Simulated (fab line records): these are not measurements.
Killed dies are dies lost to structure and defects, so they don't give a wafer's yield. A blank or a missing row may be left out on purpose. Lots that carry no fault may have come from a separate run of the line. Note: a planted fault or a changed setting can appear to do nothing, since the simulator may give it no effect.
Chamber matching || flow gf180mcu || cmp-02 running GF_V1_CMP_04: 4 sister chambers
The step polishes SiO2. 8 wafers are shown with their chamber, then 8 later ones without.

EACH WAFER AND ITS CHAMBER
{"wafer": "L880.6", "chamber": 3, "motorCurrentA (A)": 14.9, "timeToEndpointS (s)": 80}
{"wafer": "L884.1", "chamber": 1, "motorCurrentA (A)": 12.7, "timeToEndpointS (s)": 87}
{"wafer": "L884.2", "chamber": 0, "motorCurrentA (A)": 12.3, "timeToEndpointS (s)": 74}
{"wafer": "L884.5", "chamber": 3, "motorCurrentA (A)": 15.7, "timeToEndpointS (s)": 91}
{"wafer": "L885.1", "chamber": 2, "motorCurrentA (A)": 12.1, "timeToEndpointS (s)": 83}
{"wafer": "L885.3", "chamber": 1, "motorCurrentA (A)": 12.5, "timeToEndpointS (s)": 84}
{"wafer": "L885.4", "chamber": 0, "motorCurrentA (A)": 11.8, "timeToEndpointS (s)": 93}
{"wafer": "L888.3", "chamber": 2, "motorCurrentA (A)": 11.9, "timeToEndpointS (s)": 79}

WAFERS WITH NO CHAMBER GIVEN
{"wafer": "L888.4", "motorCurrentA (A)": 14.7, "timeToEndpointS (s)": 89}
{"wafer": "L888.5", "motorCurrentA (A)": 12.1, "timeToEndpointS (s)": 89}
{"wafer": "L890.1", "motorCurrentA (A)": 11.8, "timeToEndpointS (s)": 81}
{"wafer": "L890.2", "motorCurrentA (A)": 13.7, "timeToEndpointS (s)": 87}
{"wafer": "L890.3", "motorCurrentA (A)": 12.4, "timeToEndpointS (s)": 84}
{"wafer": "L898.1", "motorCurrentA (A)": 15.8, "timeToEndpointS (s)": 80}
{"wafer": "L898.2", "motorCurrentA (A)": 12.9, "timeToEndpointS (s)": 71}
{"wafer": "L898.4", "motorCurrentA (A)": 12.0, "timeToEndpointS (s)": 77}

THE CHAMBER EACH PASSED THROUGH
{"wafer": "L888.4", "from the rows above": 3, "in truth": 3}
{"wafer": "L888.5", "from the rows above": "can't be placed: 0 or 2 or 1", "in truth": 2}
{"wafer": "L890.1", "from the rows above": "can't be placed: 2 or 0 or 1", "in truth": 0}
{"wafer": "L890.2", "from the rows above": "can't be placed: 1 or 3 or 0 or 2", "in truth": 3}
{"wafer": "L890.3", "from the rows above": "can't be placed: 1 or 0 or 2", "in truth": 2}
{"wafer": "L898.1", "from the rows above": 3, "in truth": 3}
{"wafer": "L898.2", "from the rows above": "can't be placed: 1 or 2 or 0", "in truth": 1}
{"wafer": "L898.4", "from the rows above": "can't be placed: 2 or 0 or 1", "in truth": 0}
Correct placement for 2 of the 8. Unplaceable from these rows: 6, with the true chamber sitting among the candidates in 6. Number placed wrongly: 0.
How it was worked out, from the rows above alone: a wafer's distance from a chamber is the root of the sum, over the readings, of the square of ((its reading less the chamber's mean) divided by the reading's scatter). If the next closest chamber is less than 2 further off than the closest, the wafer can't be placed; otherwise it belongs to the closest. A chamber's mean is the mean of its shown wafers. The scatter is the square root of a quotient: the sum, over the shown wafers, of each reading's squared deviation from its chamber's mean, divided by wafers minus chambers.
